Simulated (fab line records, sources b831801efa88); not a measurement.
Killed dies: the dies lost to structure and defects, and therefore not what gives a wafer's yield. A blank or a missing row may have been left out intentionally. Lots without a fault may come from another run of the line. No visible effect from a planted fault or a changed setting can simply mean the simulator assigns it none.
Struck lot and sound lot, side by side    flow sky130    34 steps out of a route of 708
Sound: the wafers L284.2, L284.3, L284.6. Struck: wafers L292.2, L292.6. (L292.5 of the same lot was not struck and is left out.) The cause comes at the end.
At each step with rows: each side's tool, then ch and its chambers, then its first start. Under that, the readings that differ: sound wafers    struck wafers    difference of the means    sigmas: that difference in standard deviations of wafers without a fault.
alike: words and numbers the same on both sides, and readings whose means are apart by under 2 such deviations; not compared: readings that were withheld, readings missing a value for some wafer, numbers with overlapping values and no deviation given by the record, and bounds like >300 which may hide the same value.
Wherever a step has rows on one side only, a row that says differs or no value, or a row with sigmas, the two part there. Numbers that don't overlap but have no deviation are shown without sigmas and don't part them. A reading missing from all wafers of one side parts the sides only when that side holds two or more wafers.

first, 5 steps without rows for these wafers: SKY_LDD_P_COAT_02 (resist thk 1140 nm); SKY_LDD_P_SOFTBAKE_03 (time 60 s); SKY_LDD_P_EXPOSE_04 (exposes mask PSDM, target cd 380 nm); SKY_LDD_P_PEB_05; SKY_LDD_P_DEVELOP_06 (develop time 60 s).
SKY_LDD_P_CD_MEAS_07 targets a cd of 380 nm.
  struck on cd-sem-01, day 22 12:51; sound on cd-sem-02, day 20 00:24
  alike: cd-nm
SKY_LDD_P_OVL_MEAS_08:
  struck on overlay-02, day 22 12:57; sound on overlay-01, day 20 00:31
  alike: LDD_P_OVL
next, for these wafers, 1 step has no rows: SKY_LDD_P_IMPLANT_09.
SKY_LDD_P_STRIP_10: strips in O2/N2.
  sound on plasma-asher-04 ch 0,1, day 20 00:41; struck on plasma-asher-02 ch 0,1, day 22 13:08
  alike: drypump-motor-current-A, oes-product-au, strip-time-to-endpoint-s
  not compared: rf-hours-counter-h
SKY_LDD_P_TW_MEAS_11:
  struck on film-metro-02, day 22 13:14; sound on film-metro-01, day 20 00:48
  alike: LDD_P_TW
then, 2 steps without rows for these wafers: SKY_LDD_HVN_DEHYDRATE_00 (time 60 s); SKY_LDD_HVN_HMDS_01 (prime time 60 s).
SKY_LDD_HVN_COAT_02: resist thk 300 nm.
  sound on litho-track-03 ch 0, day 20 15:23; struck on litho-track-02 ch 0, day 23 03:42
reading                                       sound              struck       difference  sigmas
model.NOVOLAK_of_LDD_HVN_COAT_02.thk-nm (nm)  300.2 299.4 300.1  177.3 177.8  -122.3      
then, 3 steps without rows for these wafers: SKY_LDD_HVN_SOFTBAKE_03 (time 60 s); SKY_LDD_HVN_EXPOSE_04 (exposes mask HVNTM, target cd 700 nm); SKY_LDD_HVN_PEB_05.
SKY_LDD_HVN_DEVELOP_06: develop time 60 s.
  sound on litho-track-02 ch 0, day 21 07:03; struck on litho-track-01 ch 0, day 23 18:55
reading                                       sound            struck       difference  sigmas
model.NOVOLAK_of_LDD_HVN_COAT_02.thk-nm (nm)  299.8 299 299.7  176.9 177.4  -122.3      
  alike: developer-temp-C
SKY_LDD_HVN_OVL_MEAS_07:
  struck on overlay-01, day 23 19:03; sound on overlay-01, day 21 07:11
reading           sound         struck     difference  sigmas
LDD_HVN_OVL (nm)  0.0 -0.1 0.2  -4.3 -4.3  -4.3        -3
next, for these wafers, 1 step has no rows: SKY_LDD_HVN_IMPLANT_08.
SKY_LDD_HVN_STRIP_09: strips in O2/N2.
  sound on plasma-asher-01 ch 0,1, day 21 07:22; struck on plasma-asher-01 ch 0, day 23 19:14
reading                       sound              struck       difference  sigmas
oes-product-au (a.u.)         0.412 0.410 0.402  0.334 0.339  -0.071      -16
strip-time-to-endpoint-s (s)  4.143 4.111 4.116  2.505 2.508  -1.617      -95
  alike: drypump-motor-current-A
  not compared: rf-hours-counter-h
SKY_LDD_HVN_TW_MEAS_10:
  struck on film-metro-03, day 23 19:20; sound on film-metro-02, day 21 07:29
  alike: LDD_HVN_TW
then, 7 steps without rows for these wafers: SKY_LDD_HVP_DEHYDRATE_00 (time 60 s); SKY_LDD_HVP_HMDS_01 (prime time 60 s); SKY_LDD_HVP_COAT_02 (resist thk 300 nm); SKY_LDD_HVP_SOFTBAKE_03 (time 60 s); SKY_LDD_HVP_EXPOSE_04 (exposes mask HVPTM, target cd 700 nm); SKY_LDD_HVP_PEB_05; SKY_LDD_HVP_DEVELOP_06 (develop time 60 s).
SKY_LDD_HVP_OVL_MEAS_07:
  struck on overlay-02, day 25 00:28; sound on overlay-02, day 22 13:29
  alike: LDD_HVP_OVL
next, for these wafers, 1 step has no rows: SKY_LDD_HVP_IMPLANT_08.
SKY_LDD_HVP_STRIP_09: strips in O2/N2.
  sound on plasma-asher-04 ch 0,1, day 22 13:40; struck on plasma-asher-03 ch 0,1, day 25 00:39
  alike: drypump-motor-current-A, oes-product-au, strip-time-to-endpoint-s
  not compared: rf-hours-counter-h
SKY_LDD_HVP_TW_MEAS_10:
  struck on film-metro-02, day 25 00:46; sound on film-metro-01, day 22 13:46
reading     sound              struck       difference  sigmas
LDD_HVP_TW  457.2 456.7 452.1  463.3 463.0  +7.8        +3
then, 2 steps without rows for these wafers: SKY_LDD_LDN_DEHYDRATE_00 (time 60 s); SKY_PAD_OPEN_PROBE_99.

## WHERE THEY PART
Earliest at SKY_LDD_HVN_OVL_MEAS_07; latest, in this record, at SKY_LDD_HVP_TW_MEAS_10.

WHY: what the simulator had put in
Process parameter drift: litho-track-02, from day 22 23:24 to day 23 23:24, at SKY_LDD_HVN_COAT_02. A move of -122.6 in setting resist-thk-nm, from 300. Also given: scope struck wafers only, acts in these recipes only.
